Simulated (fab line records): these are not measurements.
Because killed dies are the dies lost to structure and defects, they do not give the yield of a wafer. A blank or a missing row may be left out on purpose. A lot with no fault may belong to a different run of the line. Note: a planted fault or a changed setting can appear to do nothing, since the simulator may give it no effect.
What tool caused it? + flow sky130 + 24 lots, 72 wafers sampled, at 6 steps of a route of 708

== WHAT THE GAUGES SHOWED, per wafer ==
SKY_DNWELL_TW_MEAS_09.
| lot  | measured    | on            | DNWELL_TW      |
|------|-------------|---------------|----------------|
| L074 | day 3 01:44 | film_metro-01 | 1098 1091 1101 |
| L075 | day 3 07:02 | film_metro-01 | 1093 1095 1095 |
| L076 | day 3 12:29 | film_metro-01 | 1096 1098 1106 |
| L077 | day 3 18:55 | film_metro-02 | 1117 1116 1116 |
| L078 | day 4 00:51 | film_metro-02 | 1124 1121 1131 |
| L079 | day 4 04:56 | film_metro-04 | 1100 1098 1100 |
| L080 | day 4 11:56 | film_metro-04 | 1104 1101 1102 |
| L081 | day 4 18:19 | film_metro-02 | 1112 1113 1110 |
| L082 | day 4 19:11 | film_metro-02 | 1114 1118 1108 |
| L083 | day 5 13:55 | film_metro-04 | 1102 1098 1094 |
| L084 | day 5 17:14 | film_metro-01 | 1081 1081 1084 |
| L085 | day 5 17:18 | film_metro-04 | 1102 1105 1113 |
| L086 | day 5 22:45 | film_metro-04 | 1107 1107 1103 |
| L087 | day 6 03:13 | film_metro-04 | 1106 1108 1105 |
| L088 | day 6 05:54 | film_metro-01 | 1100 1103 1103 |
| L089 | day 6 10:02 | film_metro-02 | 1109 1114 1120 |
| L090 | day 6 15:08 | film_metro-01 | 1095 1090 1093 |
| L091 | day 7 00:58 | film_metro-02 | 1103 1101 1105 |
| L092 | day 7 05:17 | film_metro-02 | 1106 1101 1105 |
| L093 | day 7 10:19 | film_metro-01 | 1083 1081 1089 |
| L094 | day 7 16:08 | film_metro-04 | 1096 1099 1091 |
| L095 | day 7 23:03 | film_metro-04 | 1097 1096 1099 |
| L096 | day 8 03:16 | film_metro-04 | 1092 1085 1090 |
| L097 | day 8 09:29 | film_metro-01 | 1097 1090 1100 |

SKY_METAL1_RS_MEAS_05: a four-point-probe measurement.
| lot  | measured     | on            | METAL1_ALCU_RS (ohm/sq) |
|------|--------------|---------------|-------------------------|
| L074 | day 30 20:22 | film_metro-02 | 0.1285 0.1272 0.1283    |
| L075 | day 31 13:43 | film_metro-01 | 0.1291 0.1296 0.1307    |
| L076 | day 32 03:38 | film_metro-01 | 0.1262 0.1262 0.1275    |
| L077 | day 32 06:19 | film_metro-02 | 0.1267 0.1280 0.1248    |
| L078 | day 32 14:23 | film_metro-02 | 0.1259 0.1281 0.1292    |
| L079 | day 33 05:29 | film_metro-02 | 0.1245 0.1242 0.1241    |
| L080 | day 33 21:34 | film_metro-02 | 0.1248 0.1250 0.1268    |
| L081 | day 33 22:27 | film_metro-02 | 0.1225 0.1258 0.1256    |
| L082 | day 34 01:17 | film_metro-01 | 0.1263 0.1309 0.1266    |
| L083 | day 35 04:27 | film_metro-01 | 0.1245 0.1246 0.1234    |
| L084 | day 35 09:55 | film_metro-01 | 0.1278 0.1272 0.1264    |
| L085 | day 35 10:42 | film_metro-02 | 0.1261 0.1318 0.1277    |
| L086 | day 36 00:23 | film_metro-01 | 0.1280 0.1282 0.1278    |
| L087 | day 35 19:49 | film_metro-02 | 0.1292 0.1289 0.1263    |
| L088 | day 36 01:34 | film_metro-04 | 0.1266 0.1271 0.1274    |
| L089 | day 36 12:16 | film_metro-01 | 0.1254 0.1250 0.1255    |
| L090 | day 36 20:09 | film_metro-04 | 0.1280 0.1317 0.1297    |
| L091 | day 37 08:44 | film_metro-02 | 0.1284 0.1273 0.1253    |
| L092 | day 37 16:19 | film_metro-01 | 0.1276 0.1247 0.1270    |
| L093 | day 37 18:34 | film_metro-02 | 0.1292 0.1254 0.1250    |
| L094 | day 38 00:14 | film_metro-01 | 0.1276 0.1285 0.1296    |
| L095 | day 38 08:02 | film_metro-02 | 0.1296 0.1288 0.1279    |
| L096 | day 38 15:15 | film_metro-01 | 0.1269 0.1278 0.1260    |
| L097 | day 39 00:03 | film_metro-04 | 0.1269 0.1262 0.1313    |

SKY_VIA1_BOW_MEAS_03.
| lot  | measured     | on            | VIA1_BOW (um) |
|------|--------------|---------------|---------------|
| L074 | day 32 02:12 | film_metro-01 | 83 78 76      |
| L075 | day 32 19:40 | film_metro-04 | 88 85 82      |
| L076 | day 33 09:25 | film_metro-04 | 77 85 69      |
| L077 | day 33 10:51 | film_metro-01 | 86 86 83      |
| L078 | day 33 18:53 | film_metro-03 | 82 81 84      |
| L079 | day 34 10:42 | film_metro-04 | 91 87 79      |
| L080 | day 35 02:11 | film_metro-01 | 71 70 71      |
| L081 | day 35 03:56 | film_metro-04 | 85 75 71      |
| L082 | day 35 06:32 | film_metro-03 | 80 64 77      |
| L083 | day 36 09:50 | film_metro-03 | 80 75 91      |
| L084 | day 36 15:27 | film_metro-01 | 87 76 74      |
| L085 | day 36 16:37 | film_metro-01 | 83 87 92      |
| L086 | day 37 06:51 | film_metro-03 | 56 75 79      |
| L087 | day 37 01:35 | film_metro-01 | 74 84 83      |
| L088 | day 37 07:06 | film_metro-03 | 88 73 86      |
| L089 | day 37 17:20 | film_metro-01 | 81 80 74      |
| L090 | day 38 01:01 | film_metro-01 | 59 77 82      |
| L091 | day 38 12:38 | film_metro-01 | 81 81 84      |
| L092 | day 38 19:50 | film_metro-04 | 96 94 82      |
| L093 | day 38 21:36 | film_metro-01 | 87 79 85      |
| L094 | day 39 02:53 | film_metro-01 | 80 79 82      |
| L095 | day 39 09:40 | film_metro-01 | 94 77 79      |
| L096 | day 39 17:58 | film_metro-04 | 77 80 82      |
| L097 | day 40 02:15 | film_metro-04 | 74 69 81      |

SKY_METAL2_THK_MEAS_06: measures by xrf.
| lot  | measured     | on            | METAL2_ALCU_THK (nm) |
|------|--------------|---------------|----------------------|
| L074 | day 33 07:25 | film_metro-03 | 241 243 246          |
| L075 | day 34 00:09 | film_metro-03 | 248 250 244          |
| L076 | day 34 14:09 | film_metro-03 | 249 247 249          |
| L077 | day 34 16:05 | film_metro-02 | 251 246 251          |
| L078 | day 34 23:37 | film_metro-04 | 244 244 245          |
| L079 | day 35 15:50 | film_metro-03 | 243 242 245          |
| L080 | day 36 08:02 | film_metro-04 | 249 250 247          |
| L081 | day 36 09:22 | film_metro-02 | 252 246 251          |
| L082 | day 36 12:41 | film_metro-02 | 246 249 247          |
| L083 | day 37 16:05 | film_metro-02 | 246 252 247          |
| L084 | day 37 21:08 | film_metro-02 | 246 247 247          |
| L085 | day 37 21:42 | film_metro-03 | 249 246 249          |
| L086 | day 38 10:44 | film_metro-04 | 247 244 247          |
| L087 | day 38 06:07 | film_metro-02 | 249 253 247          |
| L088 | day 38 11:02 | film_metro-02 | 247 252 248          |
| L089 | day 38 21:34 | film_metro-04 | 255 247 250          |
| L090 | day 39 04:22 | film_metro-04 | 245 248 250          |
| L091 | day 39 16:01 | film_metro-03 | 248 244 251          |
| L092 | day 39 22:16 | film_metro-02 | 242 241 246          |
| L093 | day 39 23:50 | film_metro-02 | 250 246 246          |
| L094 | day 40 05:01 | film_metro-02 | 250 249 252          |
| L095 | day 40 12:13 | film_metro-03 | 243 248 243          |
| L096 | day 40 19:51 | film_metro-03 | 253 245 250          |
| L097 | day 41 04:16 | film_metro-04 | 254 253 256          |

== WHAT TOOL EACH LOT RAN ON (gives the tool, then ch and the chambers of the sampled wafers, and finally the start) ==
| lot  | SKY_LDD_HVN_STRIP_09                 | SKY_VIA1_SPUTTER_20          |
|------|--------------------------------------|------------------------------|
| L074 | plasma_asher-04 ch 0,1, day 19 18:49 | pvd_sputter-01, day 33 06:31 |
| L075 | plasma_asher-01 ch 0, day 20 12:55   | pvd_sputter-03, day 33 23:16 |
| L076 | plasma_asher-03 ch 0,1, day 21 03:13 | pvd_sputter-04, day 34 13:15 |
| L077 | plasma_asher-03 ch 0,1, day 21 07:42 | pvd_sputter-01, day 34 15:10 |
| L078 | plasma_asher-03 ch 0,1, day 21 18:02 | pvd_sputter-04, day 34 22:40 |
| L079 | plasma_asher-04 ch 0,1, day 22 08:22 | pvd_sputter-01, day 35 14:52 |
| L080 | plasma_asher-03 ch 0,1, day 23 01:41 | pvd_sputter-03, day 36 07:08 |
| L081 | plasma_asher-04 ch 0,1, day 23 06:49 | pvd_sputter-04, day 36 08:28 |
| L082 | plasma_asher-03 ch 1, day 23 09:31   | pvd_sputter-01, day 36 11:43 |
| L083 | plasma_asher-01 ch 0,1, day 24 11:46 | pvd_sputter-03, day 37 15:11 |
| L084 | plasma_asher-04 ch 0,1, day 24 17:16 | pvd_sputter-03, day 37 20:14 |
| L085 | plasma_asher-03 ch 0,1, day 24 20:37 | pvd_sputter-04, day 37 20:48 |
| L086 | plasma_asher-03 ch 0, day 25 08:19   | pvd_sputter-04, day 38 09:49 |
| L087 | plasma_asher-01 ch 0,1, day 25 06:51 | pvd_sputter-04, day 38 05:09 |
| L088 | plasma_asher-03 ch 0,1, day 25 10:04 | pvd_sputter-03, day 38 10:08 |
| L089 | plasma_asher-03 ch 0,1, day 25 21:07 | pvd_sputter-03, day 38 19:34 |
| L090 | plasma_asher-03 ch 0,1, day 26 03:10 | pvd_sputter-03, day 39 03:13 |
| L091 | plasma_asher-01 ch 0,1, day 26 17:11 | pvd_sputter-04, day 39 15:07 |
| L092 | plasma_asher-03 ch 0,1, day 27 01:46 | pvd_sputter-04, day 39 21:22 |
| L093 | plasma_asher-01 ch 0,1, day 27 02:31 | pvd_sputter-03, day 39 22:56 |
| L094 | plasma_asher-01 ch 0,1, day 27 09:04 | pvd_sputter-04, day 40 04:07 |
| L095 | plasma_asher-01 ch 0,1, day 27 16:55 | pvd_sputter-03, day 40 11:19 |
| L096 | plasma_asher-04 ch 0,1, day 28 02:34 | pvd_sputter-04, day 40 18:57 |
| L097 | plasma_asher-03 ch 0,1, day 28 10:40 | pvd_sputter-01, day 41 03:22 |
- SKY_LDD_HVN_STRIP_09: strips in O2/N2.
- SKY_VIA1_SPUTTER_20: material TiN, target thk 20 nm, time 80 s.

== AS READ BY THE TOOLS THEMSELVES (means over the sampled wafers that have a number; for cases with no such wafer, the mark the record gives instead) ==
SKY_LDD_HVN_STRIP_09.
| lot  | tool            | drypump_motor_current_A (A) | oes_product_au (a.u.) | strip_time_to_endpoint_s (s) |
|------|-----------------|-----------------------------|-----------------------|------------------------------|
| L074 | plasma_asher-04 | 5.8                         | 0.403                 | 4.106                        |
| L075 | plasma_asher-01 | 5.2                         | 0.408                 | 4.157                        |
| L076 | plasma_asher-03 | 5.6                         | 0.412                 | 4.144                        |
| L077 | plasma_asher-03 | 5.5                         | 0.409                 | 4.130                        |
| L078 | plasma_asher-03 | 5.5                         | 0.406                 | 4.164                        |
| L079 | plasma_asher-04 | 6.3                         | 0.408                 | 4.134                        |
| L080 | plasma_asher-03 | 5.5                         | 0.404                 | 4.134                        |
| L081 | plasma_asher-04 | 6.3                         | 0.410                 | 4.123                        |
| L082 | plasma_asher-03 | 5.3                         | 0.409                 | 4.138                        |
| L083 | plasma_asher-01 | 5.4                         | 0.406                 | 4.106                        |
| L084 | plasma_asher-04 | 6.3                         | 0.410                 | 4.139                        |
| L085 | plasma_asher-03 | 5.5                         | 0.409                 | 4.157                        |
| L086 | plasma_asher-03 | 5.8                         | 0.406                 | 4.130                        |
| L087 | plasma_asher-01 | 5.3                         | 0.410                 | 4.132                        |
| L088 | plasma_asher-03 | 5.5                         | 0.410                 | 4.146                        |
| L089 | plasma_asher-03 | 5.6                         | 0.414                 | 4.162                        |
| L090 | plasma_asher-03 | 5.6                         | 0.410                 | 4.142                        |
| L091 | plasma_asher-01 | 5.3                         | 0.412                 | 4.132                        |
| L092 | plasma_asher-03 | 5.5                         | 0.404                 | 4.152                        |
| L093 | plasma_asher-01 | 5.3                         | 0.406                 | 4.136                        |
| L094 | plasma_asher-01 | 5.3                         | 0.405                 | 4.117                        |
| L095 | plasma_asher-01 | 5.3                         | 0.412                 | 4.159                        |
| L096 | plasma_asher-04 | 5.8                         | 0.406                 | 4.120                        |
| L097 | plasma_asher-03 | 5.5                         | 0.407                 | 4.135                        |

SKY_VIA1_SPUTTER_20.
| lot  | tool           | throttle_valve_pct (%) |
|------|----------------|------------------------|
| L074 | pvd_sputter-01 | 30.3                   |
| L075 | pvd_sputter-03 | 29.1                   |
| L076 | pvd_sputter-04 | 30.3                   |
| L077 | pvd_sputter-01 | 30.0                   |
| L078 | pvd_sputter-04 | 29.3                   |
| L079 | pvd_sputter-01 | 30.3                   |
| L080 | pvd_sputter-03 | 29.2                   |
| L081 | pvd_sputter-04 | 30.4                   |
| L082 | pvd_sputter-01 | 30.6                   |
| L083 | pvd_sputter-03 | 29.1                   |
| L084 | pvd_sputter-03 | 29.3                   |
| L085 | pvd_sputter-04 | 30.3                   |
| L086 | pvd_sputter-04 | 29.4                   |
| L087 | pvd_sputter-04 | 29.3                   |
| L088 | pvd_sputter-03 | 28.9                   |
| L089 | pvd_sputter-03 | 29.0                   |
| L090 | pvd_sputter-03 | 30.5                   |
| L091 | pvd_sputter-04 | 29.8                   |
| L092 | pvd_sputter-04 | 30.3                   |
| L093 | pvd_sputter-03 | 29.2                   |
| L094 | pvd_sputter-04 | 29.6                   |
| L095 | pvd_sputter-03 | 30.3                   |
| L096 | pvd_sputter-04 | 29.6                   |
| L097 | pvd_sputter-01 | 29.4                   |

== THE ANSWER, worked out from the rows above alone ==
Rule: usual is defined by the lots themselves. Put in order of their means at a reading, lots are off if they are a third of the lots or fewer, leave a main group of 4 or more, and stand apart from it by a gap of 3 or more times the standard deviation of the main group's means; of several such gaps the widest counts. A main group is skipped when, at the precision printed for the reading in the tables above, its means are all equal. Also off: a lot with no number at a reading for which 4 or more lots have one. Where the step has rows for the other lots, those lots are counted as sound. The gauges are gone through in route order, then the tools' own readings, and for those a lot's mean is taken as printed above. The first step at which some lot is off is used, and at that step the reading that is off furthest; a lot without a number counts as furthest.
No lot is off on any of the readings shown, so nothing can be concluded from this.

== WHAT WAS PUT IN BY THE SIMULATOR ==
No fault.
